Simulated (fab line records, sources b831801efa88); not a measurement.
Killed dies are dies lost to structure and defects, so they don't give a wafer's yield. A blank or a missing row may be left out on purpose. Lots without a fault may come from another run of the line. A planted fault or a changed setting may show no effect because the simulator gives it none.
Chamber matching | flow sky130 | SKY_POLY_GATE_ETCH_17 on rie_si-02: 4 sister chambers
The step etches poly-Si in HBr/Cl2, stops on SiO2, target depth 180 nm, time 70.5 s. 8 wafers are shown with their chamber, then 7 later ones without.

WAFERS WITH THEIR CHAMBER
wafer  | chamber | drypump_motor_current_A (A) | oes_product_au (a.u.)
L218.5 | 0       | 6.4                         | 1.004
L220.2 | 0       | 6.4                         | 0.996
L220.5 | 2       | 4.8                         | 0.984
L219.1 | 3       | 5.2                         | 0.975
L219.4 | 1       | 6.2                         | 0.991
L219.6 | 3       | 5.2                         | 0.964
L235.1 | 1       | 6.2                         | 0.998
L235.2 | 2       | 4.9                         | 1.004

WAFERS WITHOUT THEIR CHAMBER
wafer  | drypump_motor_current_A (A) | oes_product_au (a.u.)
L235.6 | 5.2                         | 0.985
L236.1 | 5.2                         | 0.981
L236.2 | 6.4                         | 0.982
L236.4 | 4.8                         | 0.993
L238.1 | 6.3                         | 0.990
L238.5 | 6.3                         | 0.986
L238.6 | 6.2                         | 0.993

WHICH CHAMBER EACH WENT THROUGH
wafer  | from the rows above     | in truth
L235.6 | 3                       | 3
L236.1 | 3                       | 3
L236.2 | 0                       | 0
L236.4 | 2                       | 2
L238.1 | can't be placed: 1 or 0 | 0
L238.5 | can't be placed: 1 or 0 | 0
L238.6 | 1                       | 1
Placed correctly: 5 of 7. Can't be placed from these rows: 2 (the true chamber is among the candidates in 2). Placed wrongly: 0.
How it was worked out, from the rows above alone: a wafer's distance from a chamber is the root of the sum, over the readings, of the square of ((its reading less the chamber's mean) divided by the reading's scatter). The wafer belongs to the nearest chamber; if the next one is less than 2 further off, it can't be placed. A chamber's mean is the mean of its shown wafers. The scatter: the root of (the sum of the squares of (reading less its chamber's mean) over the shown wafers, divided by (wafers less chambers)).
